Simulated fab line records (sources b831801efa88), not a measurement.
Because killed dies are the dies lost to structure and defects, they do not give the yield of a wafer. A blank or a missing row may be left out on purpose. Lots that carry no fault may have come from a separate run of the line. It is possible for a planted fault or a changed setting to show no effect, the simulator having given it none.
Check for tools in common + flow gf180mcu + 12 lots, 42 wafers sampled

## REASON FOR OPENING
At GF_NWELL_TW_MEAS_11 the reading NWELL_TW is flagged on 2 of 12 lots. No-fault wafers: 1586, standard deviation 9.5.
Rule: flag the lot when none of its wafers has a number, or when each of its wafers that has one lies beyond 4 standard deviations from that mean. All remaining lots are regarded as sound.

| lot  | measured    | on            | NWELL_TW, wafer by wafer      | flag    |
|------|-------------|---------------|-------------------------------|---------|
| L882 | day 3 08:19 | film metro-02 | 1593 1593 1597                |         |
| L883 | day 3 13:38 | film metro-04 | 1589 1587 1584                |         |
| L884 | day 3 17:47 | film metro-02 | 1599 1591 1595                |         |
| L887 | day 4 09:59 | film metro-04 | 1592 1590 1600                |         |
| L888 | day 4 16:44 | film metro-04 | 1596 1595 1591                |         |
| L889 | day 4 22:07 | film metro-04 | 1597 1591 1583                |         |
| L890 | day 5 04:18 | film metro-03 | 1579 1568 1574                |         |
| L891 | day 5 09:34 | film metro-04 | 1588 1597 1588                |         |
| L893 | day 5 21:49 | film metro-02 | 1581 1579 1579                |         |
| L898 | day 6 20:44 | film metro-03 | 1745 1729 1738 1738 1740 1741 | FLAGGED |
| L902 | day 7 22:27 | film metro-02 | 1740 1738 1739 1732 1736 1738 | FLAGGED |
| L905 | day 8 20:54 | film metro-04 | 1577 1585 1578                |         |
Average over the flagged lots: 1738; offset from the usual +152, equal to +16 standard deviations.

## TOOL THAT RAN EACH LOT
The record keeps 1 process step preceding the reading, out of 602 steps on the route. Every cell lists first the tool, next ch and the chambers used by the sampled wafers, and last the start.
| lot  | flag    | GF_NWELL_IMPLANT_08            |
|------|---------|--------------------------------|
| L882 |         | implanter-03 ch 0, day 3 07:55 |
| L883 |         | implanter-02 ch 0, day 3 13:14 |
| L884 |         | implanter-01 ch 0, day 3 17:23 |
| L887 |         | implanter-02 ch 0, day 4 09:37 |
| L888 |         | implanter-03 ch 0, day 4 16:22 |
| L889 |         | implanter-01 ch 0, day 4 21:43 |
| L890 |         | implanter-02 ch 0, day 5 03:56 |
| L891 |         | implanter-01 ch 0, day 5 09:12 |
| L893 |         | implanter-03 ch 0, day 5 21:25 |
| L898 | FLAGGED | implanter-02 ch 0, day 6 20:20 |
| L902 | FLAGGED | implanter-02 ch 0, day 7 22:03 |
| L905 |         | implanter-01 ch 0, day 8 20:30 |
What these steps do:
- GF_NWELL_IMPLANT_08
- GF_NWELL_TW_MEAS_11

## FLAGGED OVER TOTAL, TOOL BY TOOL (the gauges that took the reading come last)
| step                | tool          | lots run | flagged | share of the flagged lots | sound lots run after its first flagged lot |
|---------------------|---------------|----------|---------|---------------------------|--------------------------------------------|
| GF_NWELL_IMPLANT_08 | implanter-01  | 4        | 0       | none                      | -                                          |
| GF_NWELL_IMPLANT_08 | implanter-02  | 5        | 2       | all                       | 0                                          |
| GF_NWELL_IMPLANT_08 | implanter-03  | 3        | 0       | none                      | -                                          |
| GF_NWELL_TW_MEAS_11 | film metro-02 | 4        | 1       | some                      | 0                                          |
| GF_NWELL_TW_MEAS_11 | film metro-03 | 2        | 1       | some                      | 0                                          |
| GF_NWELL_TW_MEAS_11 | film metro-04 | 6        | 0       | none                      | -                                          |

## WHAT IS ALLOWED BY THE TABLE
All flagged lots share 1 row of the table, namely implanter-02 at GF_NWELL_IMPLANT_08.
- implanter-02 at GF_NWELL_IMPLANT_08 ran 5 lots, 2 of them flagged. A fault beginning between L890 (day 5 03:56), its last sound lot, and L898 (day 6 20:20), its first flagged one, fits the data. Its own readings (tilt deg) fall more than 4 standard deviations out on all wafers of the flagged lots.
One tool is left: implanter-02 at GF_NWELL_IMPLANT_08.

## WHAT WAS PUT IN BY THE SIMULATOR
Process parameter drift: implanter-02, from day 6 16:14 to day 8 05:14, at GF_NWELL_IMPLANT_08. A move of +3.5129 in setting tilt deg, from 0. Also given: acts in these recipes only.
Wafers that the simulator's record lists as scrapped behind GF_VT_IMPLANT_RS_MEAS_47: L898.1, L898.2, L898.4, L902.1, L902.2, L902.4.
Struck lots among those shown: L898, L902. The same result came from the rule above.
